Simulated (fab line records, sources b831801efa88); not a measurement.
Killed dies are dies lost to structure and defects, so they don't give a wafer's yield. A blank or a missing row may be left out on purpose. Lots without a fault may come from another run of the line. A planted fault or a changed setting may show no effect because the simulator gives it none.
Which tool did it? | flow gf180mcu | 14 lots, 42 wafers sampled, at 4 steps of a route of 602

WHAT THE GAUGES READ, wafer by wafer
GF_NWELL_OVL_MEAS_07.
lot  | measured    | on         | NWELL_OVL (nm)
L599 | day 3 16:56 | overlay-01 | 0.8 0.8 -0.8
L600 | day 3 23:08 | overlay-02 | 0.7 -1.0 -0.8
L601 | day 4 03:44 | overlay-02 | 1.3 0.1 3.3
L602 | day 4 10:38 | overlay-01 | -0.2 0.8 1.0
L603 | day 4 15:06 | overlay-01 | -4.0 -3.1 -3.0
L604 | day 4 21:08 | overlay-02 | 0.4 -0.6 0.3
L608 | day 5 17:56 | overlay-02 | -0.9 -1.1 -0.4
L613 | day 7 03:16 | overlay-01 | 0.3 -1.2 -1.6
L614 | day 7 08:59 | overlay-02 | -0.9 -2.0 -1.1
L615 | day 7 13:23 | overlay-01 | 0.6 -0.3 -2.8
L616 | day 7 15:04 | overlay-01 | 0.0 -1.5 -0.9
L617 | day 7 22:36 | overlay-02 | -2.8 -2.5 -2.1
L618 | day 8 04:10 | overlay-01 | 0.2 -0.3 -0.2
L620 | day 8 13:22 | overlay-01 | 3.4 0.2 -0.9

GF_NSD_TW_MEAS_12.
lot  | measured     | on            | NSD_TW
L599 | day 14 14:13 | film_metro-03 | 4316 4328 4342
L600 | day 15 01:26 | film_metro-04 | 4217 4233 4227
L601 | day 15 02:10 | film_metro-03 | 4276 4321 4301
L602 | day 15 06:58 | film_metro-03 | 4290 4303 4289
L603 | day 15 16:35 | film_metro-02 | 4183 4208 4204
L604 | day 16 03:08 | film_metro-03 | 4311 4312 4336
L608 | day 17 06:21 | film_metro-04 | 4214 4225 4243
L613 | day 19 02:11 | film_metro-02 | 4157 4182 4182
L614 | day 19 08:28 | film_metro-02 | 4197 4202 4205
L615 | day 19 12:00 | film_metro-02 | 4219 4207 4203
L616 | day 19 23:53 | film_metro-03 | 4347 4333 4365
L617 | day 20 05:58 | film_metro-02 | 4223 4227 4217
L618 | day 20 09:22 | film_metro-04 | 4247 4280 4228
L620 | day 20 17:55 | film_metro-03 | 4302 4321 4319

GF_SAB_CD_MEAS_09: target cd 420 nm.
lot  | measured     | on        | cd_nm (nm)
L599 | day 16 10:00 | cd_sem-01 | 423.4 426.2 424.4
L600 | day 16 21:38 | cd_sem-02 | 421.7 423.9 423.4
L601 | day 16 22:50 | cd_sem-01 | 420.7 418.9 419.3
L602 | day 17 03:05 | cd_sem-02 | 418.4 420.1 418.1
L603 | day 17 14:04 | cd_sem-02 | 422.1 424.3 422.9
L604 | day 18 00:26 | cd_sem-02 | 419.4 421.5 421.7
L608 | day 19 05:49 | cd_sem-02 | 417.4 417.1 416.3
L613 | day 21 02:31 | cd_sem-02 | 416.9 420.7 421.3
L614 | day 21 08:56 | cd_sem-02 | 419.9 419.2 418.9
L615 | day 21 12:45 | cd_sem-02 | 417.0 419.7 418.3
L616 | day 22 00:23 | cd_sem-02 | 420.8 417.9 418.9
L617 | day 22 06:33 | cd_sem-02 | 422.2 422.8 421.4
L618 | day 22 09:02 | cd_sem-01 | 419.8 417.3 416.8
L620 | day 22 15:49 | cd_sem-02 | 424.0 421.5 423.0

WHICH TOOL RAN EACH LOT (tool, then ch and the chambers of the sampled wafers, then the start)
lot  | GF_HV_LDD_CVD_56
L599 | lpcvd-01 ch 1, day 13 15:10
L600 | lpcvd-01 ch 1, day 14 02:13
L601 | lpcvd-02 ch 1, day 14 03:13
L602 | lpcvd-02 ch 1, day 14 07:43
L603 | lpcvd-02 ch 1, day 14 17:07
L604 | lpcvd-02 ch 0, day 15 03:02
L608 | lpcvd-01 ch 0, day 16 05:50
L613 | lpcvd-02 ch 0, day 18 00:13
L614 | lpcvd-01 ch 1, day 18 06:10
L615 | lpcvd-01 ch 1, day 18 09:55
L616 | lpcvd-02 ch 0, day 18 21:38
L617 | lpcvd-02 ch 0, day 19 04:40
L618 | lpcvd-01 ch 0, day 19 07:11
L620 | lpcvd-01 ch 1, day 19 16:10
- GF_HV_LDD_CVD_56: deposits Si3N4 from DCS/NH3, target thk 90 nm, time 1543 s.

WHAT THE TOOLS THEMSELVES READ (means of the sampled wafers that have a number; where no wafer has one, the mark that the record gives instead)
GF_HV_LDD_CVD_56.
lot  | tool     | spike_tc_upper_C (C) | susceptor_temp_C (C) | zone_power_bottom_pct (%) | zone_power_centre_pct (%)
L599 | lpcvd-01 | 770.1                | 769.6                | 23.6                      | 15.5
L600 | lpcvd-01 | 772.2                | 770.2                | 23.8                      | 15.5
L601 | lpcvd-02 | 768.9                | 770.1                | 15.8                      | 14.2
L602 | lpcvd-02 | 769.7                | 770.3                | 15.9                      | 14.4
L603 | lpcvd-02 | 769.6                | 771.7                | 15.8                      | 14.3
L604 | lpcvd-02 | 771.8                | 771.3                | 19.7                      | 12.6
L608 | lpcvd-01 | 769.3                | 770.1                | 22.2                      | 14.4
L613 | lpcvd-02 | 771.0                | 769.8                | 19.9                      | 12.6
L614 | lpcvd-01 | 770.9                | 769.6                | 23.7                      | 15.5
L615 | lpcvd-01 | 769.9                | 769.9                | 23.5                      | 15.7
L616 | lpcvd-02 | 768.9                | 770.3                | 19.9                      | 12.7
L617 | lpcvd-02 | 770.2                | 769.9                | 19.8                      | 12.6
L618 | lpcvd-01 | 769.0                | 770.2                | 22.8                      | 14.3
L620 | lpcvd-01 | 771.2                | 769.7                | 23.4                      | 15.6

THE ANSWER, worked out from the rows above alone
Rule: what is usual is taken from the lots themselves. Put in order of their means at a reading, lots are off if they are a third of the lots or fewer, leave a main group of 4 or more, and stand apart from it by a gap of 3 or more times the standard deviation of the main group's means; of several such gaps the widest counts. A main group whose means are all the same, to the digits that the tables above print for the reading, isn't used. A lot without any number at a reading at which 4 lots or more have one is off too. The other lots that the step has rows for count as sound. The gauges are gone through in route order, then the tools' own readings, and for those a lot's mean is taken as printed above. The first step at which some lot is off is used, and at that step the reading that is off furthest; a lot without a number counts as furthest.
Off: L603, L604, at GF_HV_LDD_CVD_56 (susceptor_temp_C). The main group: mean 770.0 C, standard deviation 0.25.
A tool fits if, at that step or a process step before it, it ran every lot that is off, and no sound lot after the first of them. None of those tried fits.

WHAT THE SIMULATOR HAD PUT IN
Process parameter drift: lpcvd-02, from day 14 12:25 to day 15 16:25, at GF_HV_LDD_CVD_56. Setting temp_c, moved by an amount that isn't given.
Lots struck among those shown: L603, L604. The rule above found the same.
